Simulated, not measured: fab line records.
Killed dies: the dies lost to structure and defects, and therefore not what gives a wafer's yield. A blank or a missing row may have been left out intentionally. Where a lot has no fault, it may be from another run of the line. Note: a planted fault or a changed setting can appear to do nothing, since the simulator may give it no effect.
Matching of chambers -- flow gf180mcu -- cmp-02 running GF_V4_CMP_04: 4 sister chambers
The step polishes SiO2. 4 wafers are shown with their chamber, then 7 later ones without.

## WAFERS WITH THEIR CHAMBER
wafer,chamber,motor current A (A)
L872.4,3,12.2
L874.3,2,13.1
L874.4,0,12.6
L875.2,1,11.9

## WAFERS WHOSE CHAMBER IS MISSING
wafer,motor current A (A)
L875.4,13.9
L875.6,13.4
L877.1,13.9
L877.2,11.7
L877.6,12.6
L882.5,12.7
L882.6,12.2

## THE CHAMBER EACH PASSED THROUGH
wafer,from the rows above,in truth
L875.4,can't be placed: 2 or 0 or 3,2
L875.6,can't be placed: 2 or 0 or 3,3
L877.1,can't be placed: 2 or 0 or 3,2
L877.2,can't be placed: 1 or 3 or 0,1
L877.6,can't be placed: 0 or 3 or 2 or 1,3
L882.5,can't be placed: 0 or 2 or 3 or 1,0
L882.6,can't be placed: 3 or 1 or 0 or 2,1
Placed correctly: 0 of 7. These rows do not allow placing 7 (true chamber among the candidates in 7). 0 placed wrongly.
How it was worked out, from the rows above alone: a wafer's distance from a chamber is the root of the sum, over the readings, of the square of ((its reading less the chamber's mean) divided by the reading's scatter). The wafer belongs to the nearest chamber; if the next one is less than 2 further off, it can't be placed. A chamber's mean is the mean of its shown wafers. The scatter (one wafer shown for each chamber): square how far every hidden wafer sits from the nearest shown wafer, average those squares and take the square root.
